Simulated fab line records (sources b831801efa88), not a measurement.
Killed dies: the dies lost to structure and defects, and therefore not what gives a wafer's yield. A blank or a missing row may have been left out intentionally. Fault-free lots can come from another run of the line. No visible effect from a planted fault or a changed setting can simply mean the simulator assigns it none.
Struck lot and sound lot, side by side | flow sky130 | 18 out of 708 route steps
Sound: these wafers, L156.2, L156.4, L156.6. Struck: wafers L166.2, L166.3. (L166.6 of the same lot was not struck and is left out.) The cause comes at the end.
Each step with rows lists, per side, the tool, then ch with its chambers, then its first start. Under that, the readings that differ: sound wafers | struck wafers | difference of the means | sigmas: that difference in standard deviations of wafers without a fault.
alike: words and numbers the same on both sides, and readings whose means are apart by under 2 such deviations; not compared: readings that were withheld, readings missing a value for some wafer, numbers with overlapping values and no deviation given by the record, and bounds like >300 which may hide the same value.
The two part at a step that has a row with sigmas, a row that says differs or no value, or rows on one side only. Numbers that have no deviation but don't overlap get no sigmas and don't part them. A reading that every wafer of one side lacks parts them only if that side has two wafers or more.

first, 6 steps without rows for these wafers: SKY_LDD_N_IMPLANT_10; SKY_LDD_N_IMPLANT_11; SKY_LDD_N_IMPLANT_12; SKY_LDD_N_IMPLANT_13; SKY_LDD_N_IMPLANT_14; SKY_LDD_N_IMPLANT_15.
SKY_LDD_N_STRIP_16: strips in O2/N2.
  sound on plasma asher-03 ch 0,1, day 18 00:48; struck on plasma asher-04 ch 1, day 21 23:57
  alike: drypump motor current A, oes product au, strip time to endpoint s
  not compared: rf hours counter h
SKY_LDD_N_TW_MEAS_17:
  sound on film metro-01, day 18 00:55; struck on film metro-04, day 22 00:04
  alike: LDD_N_TW
then, 4 steps without rows for these wafers: SKY_LDD_P_DEHYDRATE_00 (time 60 s); SKY_LDD_P_HMDS_01 (prime time 60 s); SKY_LDD_P_COAT_02 (resist thk 1140 nm); SKY_LDD_P_SOFTBAKE_03 (time 60 s).
SKY_LDD_P_EXPOSE_04: exposes mask PSDM, target cd 380 nm.
  sound on iline stepper-01 ch 0, day 18 16:05; struck on iline stepper-01 ch 0, day 22 15:01
  alike: mask
then, 2 steps without rows for these wafers: SKY_LDD_P_PEB_05; SKY_LDD_P_DEVELOP_06 (develop time 60 s).
SKY_LDD_P_CD_MEAS_07: target cd 380 nm.
  sound on cd sem-02, day 19 07:06; struck on cd sem-01, day 23 05:53
  reading    | sound             | struck      | difference | sigmas
  cd nm (nm) | 379.8 380.2 382.1 | 368.1 367.0 | -13.1      | -5
SKY_LDD_P_OVL_MEAS_08:
  sound on overlay-01, day 19 07:12; struck on overlay-01, day 23 06:00
  alike: LDD_P_OVL
-- here the record skips 25 days between the struck wafers' starts before and after, leaving off in module LDD_P and picking up in module PAD_OPEN (first step shown: number 708 of the route) --
SKY_PAD_OPEN_PROBE_99:
  sound on prober-02, day 46 00:20; struck on prober-02, day 48 14:55
  alike: killed_at_M0_to_M3, killed_at_M4_up, killed at contacts, killed at front end, killed at other, killed dies, killed open, killed short

WHERE THEY PART
SKY_LDD_P_CD_MEAS_07 only, going by this record. Later steps at which nothing parts them and some readings are alike: SKY_LDD_P_OVL_MEAS_08, SKY_PAD_OPEN_PROBE_99.

WHY: what had been put in by the simulator
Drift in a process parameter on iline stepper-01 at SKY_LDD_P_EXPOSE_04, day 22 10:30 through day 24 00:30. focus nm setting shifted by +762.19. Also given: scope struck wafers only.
